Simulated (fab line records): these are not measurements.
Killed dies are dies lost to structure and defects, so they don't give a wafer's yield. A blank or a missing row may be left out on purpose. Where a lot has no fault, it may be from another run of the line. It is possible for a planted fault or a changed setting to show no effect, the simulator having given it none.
One fault through the eyes of 2 desks ; flow sky130 ; each desk has only its own numbers; what lay behind them comes last

== AT THE TOOL OWNER'S DESK: rtp-anneal-01 ==
At SKY_SD_N_RTA_14 (time 2 s), the tool's own readings, given per lot that ran on this tool as the mean of the sampled wafers with a number. The brackets show how far a lot's mean lies from the usual mean; more than 4 standard deviations puts the lot out of limits, marked OUT.
Columns: A = lamp-power-pct at SKY_SD_N_RTA_14, usual 15.73 %; B = ramp-up-c-per-s at SKY_SD_N_RTA_14, usual 150.00; C = wafer_temp_C_max at SKY_SD_N_RTA_14, usual 1078.0
lot;first seen here;A;B;C
L828;day 28 03:23;15.73;149.99;1077.5
L834;day 30 10:11;15.76;45.01 (-99 or more) OUT;1077.9
L836;day 31 00:14;15.67;44.99 (-99 or more) OUT;1077.6
L845;day 33 18:35;15.74;149.99;1079.6
L846;day 34 01:33;15.75;150.00;1077.0
L848;day 34 18:57;15.76;150.03;1077.0
L850;day 35 06:08;15.74;149.99;1078.8
Finding of this desk: L834, L836 out of limits; the first was L834 at day 30 10:11, on ramp-up-c-per-s at SKY_SD_N_RTA_14. L828, L845, L846, L848, L850 stayed within limits.

== AT THE METROLOGY DESK ==
Means of the sampled wafers that have a number, per lot and without regard to the tool the lot ran on: this is what the gauges read. The brackets show how far a lot's mean lies from the usual mean; more than 4 standard deviations puts the lot out of limits, marked OUT.
Columns: A = cd-nm at SKY_SD_P_CD_MEAS_07, usual 380.5 nm; B = SD_P_TW at SKY_SD_P_TW_MEAS_11, usual 2827
lot;first seen here;A;B
L827;day 25 07:17;377.2;2782
L828;day 25 17:13;384.7;2804
L829;day 25 20:55;376.7;2785
L834;day 28 00:40;381.1;2880
L836;day 28 15:07;379.7;2822
L842;day 30 13:35;375.4;2795
L844;day 31 09:56;380.7;2799
L845;day 31 10:28;379.2;2813
L843;day 31 10:47;383.0;2889
L846;day 31 19:25;383.3;2813
L847;day 32 02:38;377.7;2803
L848;day 32 12:44;380.0;2805
L849;day 32 15:54;381.1;2795
L850;day 33 00:01;377.0;2897
This desk's finding: nothing out of limits on any of the 14 lots.

== BROUGHT TOGETHER ==
The tool owner's desk could have raised an alarm at day 30 10:11, on L834, L836.
From the metrology desk's view, nothing was out of limits.
The metrology desk holds a record of L834, L836, inside its limits.
Of the lots named, all ran SKY_SD_N_RTA_14 on rtp-anneal-01.

== WHAT WAS PUT IN BY THE SIMULATOR ==
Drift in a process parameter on rtp-anneal-01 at SKY_SD_N_RTA_14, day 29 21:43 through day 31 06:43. Setting ramp-up-c-per-s, moved by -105, from 150. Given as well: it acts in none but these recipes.
Lots struck among those shown: L834, L836.
Hours from the fault's start to each desk's first reading out of limits: the tool owner's desk, 12.
